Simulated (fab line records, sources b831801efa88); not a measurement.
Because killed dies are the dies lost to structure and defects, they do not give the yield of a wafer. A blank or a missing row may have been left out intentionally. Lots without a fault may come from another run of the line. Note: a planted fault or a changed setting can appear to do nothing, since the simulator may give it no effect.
Problem report, 8D (eight disciplines) form, completed by code || flow gf180mcu || the parts of the form that need people (team, actions taken, sign-off) are left out

== 1. THE PROBLEM ==
Wafers without a fault read 2999.6 rpm, standard deviation 2.5; spinSpeedRpm at GF_MIM_COAT_14 reads a mean of 3616.2 rpm on 6 wafers belonging to 2 lots. So: +99 or more standard deviations from the usual mean.
The step: resist thk 1000 nm.
Earliest sighting: wafer L146.2 on lithoTrack-01 at day 28 06:32. The record has a number at this step for 33 wafers belonging to 11 lots. Rule for "out" (also "out of limits"): further than 4 standard deviations from the usual mean. All remaining wafers that have a number are taken as sound.

== 2. WHAT IT IS, AND WHAT IT ISN'T ==
{"question": "which readings at this step", "is": "spinSpeedRpm", "is not": "exhaustPa"}
{"question": "which lots", "is": "L146, L147", "is not": "L136, L141, L148, L151, L152, L153, L155, L157, L159"}
{"question": "which wafers of those lots", "is": "all that have a number", "is not": "-"}
{"question": "read on which tools", "is": "lithoTrack-01", "is not": "lithoTrack-03, lithoTrack-04"}
{"question": "when", "is": "from day 28 06:32", "is not": "up to then (6 sound wafers); but 21 sound wafers of L148, L151, L152, L153, L155, L157, L159 came after"}

== 3. THE SUSPECTS, EACH WITH WHAT RULES IT OUT ==
Counting: a tool at a process step up to the reading stays a suspect if it ran every lot that is out and no sound lot after the first of them.
- cmp-02 at GF_V4_CMP_26 (polishes, stops on SiO2, t overpolish 15 s, target thk 0 nm): ruled out as a lasting fault. Following L146 (day 27 20:16), the first lot on it that is out, the sound lots L148, L152, L153, L157, L159 were run on it.
- pvdSputter-02 at GF_MIM_SPUTTER_07 (material TiN, target thk 60 nm, time 50 s): ruled out as a lasting fault. Following L146 (day 27 20:50), the first lot on it that is out, the sound lots L155 were run on it.
- lithoTrack-01 at GF_MIM_COAT_14 (resist thk 1000 nm): ruled out as a lasting fault. Following L146 (day 28 06:32), the first lot on it that is out, the sound lots L159 were run on it.
Left after counting: nothing in the record.

== 4. THE CAUSE (what the simulator had put in) ==
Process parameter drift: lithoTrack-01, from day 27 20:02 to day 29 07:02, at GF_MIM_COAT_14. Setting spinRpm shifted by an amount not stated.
Counting ruled it out, wrongly.

== 5. THE EFFECT CHAIN, in route order ==
Each row: a reading whose mean over the struck wafers that have a number lies more than 3 standard deviations from the usual. Scope: only readings with a usual standard deviation given in the record; hours: median across lots of the time from each lot's start at the first step in this table that gives one to its start at this step; sigmas: change in usual standard deviations.
{"hours": 0, "step": "GF_MIM_COAT_14", "reading": "spinSpeedRpm", "usual": "2999.6 rpm", "on struck wafers": 3616.2, "change": "+616.7", "sigmas": "+99 or more"}
{"hours": 10, "step": "GF_MIM_STRIP_20", "reading": "oesProductAu", "usual": "0.693 a.u.", "on struck wafers": 0.651, "change": -0.042, "sigmas": -8.9}
{"hours": 10, "step": "GF_MIM_STRIP_20", "reading": "stripTimeToEndpointS", "usual": "11.24 s", "on struck wafers": 10.21, "change": -1.03, "sigmas": -25}
Its process steps:
- GF_MIM_COAT_14: resist thk 1000 nm.
- GF_MIM_STRIP_20: strips in O2/N2.

== 6. WHAT WOULD HAVE CAUGHT IT SOONER ==
First out-of-limits reading in this record: day 28 06:32, which is 10 hours after fault onset at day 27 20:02.
